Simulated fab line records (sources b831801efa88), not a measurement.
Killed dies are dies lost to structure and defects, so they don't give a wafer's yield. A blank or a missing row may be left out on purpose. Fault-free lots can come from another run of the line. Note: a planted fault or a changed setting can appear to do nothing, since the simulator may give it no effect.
Matching of chambers || flow sky130 || SKY_CONTACT_CMP_27 on cmp-01: 4 sister chambers
The step polishes, stops on SiO2, t overpolish 15 s, target thk 0 nm. 4 wafers are shown with their chamber, then 12 later ones without.

== WAFERS PAIRED WITH THEIR CHAMBERS ==
{"wafer": "L088.4", "chamber": 2, "motorCurrentA (A)": 10.3}
{"wafer": "L090.2", "chamber": 1, "motorCurrentA (A)": 10.8}
{"wafer": "L090.3", "chamber": 3, "motorCurrentA (A)": 9.6}
{"wafer": "L090.4", "chamber": 0, "motorCurrentA (A)": 12.7}

== WAFERS WHOSE CHAMBER IS MISSING ==
{"wafer": "L093.1", "motorCurrentA (A)": 10.6}
{"wafer": "L093.2", "motorCurrentA (A)": 10.1}
{"wafer": "L093.4", "motorCurrentA (A)": 12.8}
{"wafer": "L094.2", "motorCurrentA (A)": 11.2}
{"wafer": "L094.5", "motorCurrentA (A)": 9.7}
{"wafer": "L094.6", "motorCurrentA (A)": 12.5}
{"wafer": "L095.3", "motorCurrentA (A)": 10.9}
{"wafer": "L095.4", "motorCurrentA (A)": 10.0}
{"wafer": "L095.5", "motorCurrentA (A)": 10.1}
{"wafer": "L096.1", "motorCurrentA (A)": 12.9}
{"wafer": "L096.4", "motorCurrentA (A)": 10.6}
{"wafer": "L096.6", "motorCurrentA (A)": 10.1}

== EACH ONE'S CHAMBER ==
{"wafer": "L093.1", "from the rows above": "can't be placed: 1 or 2", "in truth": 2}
{"wafer": "L093.2", "from the rows above": "can't be placed: 2 or 3", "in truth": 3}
{"wafer": "L093.4", "from the rows above": 0, "in truth": 0}
{"wafer": "L094.2", "from the rows above": 1, "in truth": 1}
{"wafer": "L094.5", "from the rows above": 3, "in truth": 3}
{"wafer": "L094.6", "from the rows above": 0, "in truth": 0}
{"wafer": "L095.3", "from the rows above": 1, "in truth": 1}
{"wafer": "L095.4", "from the rows above": "can't be placed: 2 or 3", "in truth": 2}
{"wafer": "L095.5", "from the rows above": "can't be placed: 2 or 3", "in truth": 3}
{"wafer": "L096.1", "from the rows above": 0, "in truth": 0}
{"wafer": "L096.4", "from the rows above": "can't be placed: 1 or 2", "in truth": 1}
{"wafer": "L096.6", "from the rows above": "can't be placed: 2 or 3", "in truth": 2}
Correct placement for 6 of the 12. From these rows, 6 cannot be placed; in 6 the true chamber is one of the candidates. Placed wrongly: 0.
How it was worked out, from the rows above alone: a wafer's distance from a chamber is the root of the sum, over the readings, of the square of ((its reading less the chamber's mean) divided by the reading's scatter). The wafer belongs to the nearest chamber; if the next one is less than 2 further off, it can't be placed. Each chamber's mean is taken over the wafers shown for it. The scatter: root of mean squared gap, hidden wafer to nearest shown wafer, with one shown wafer a chamber.
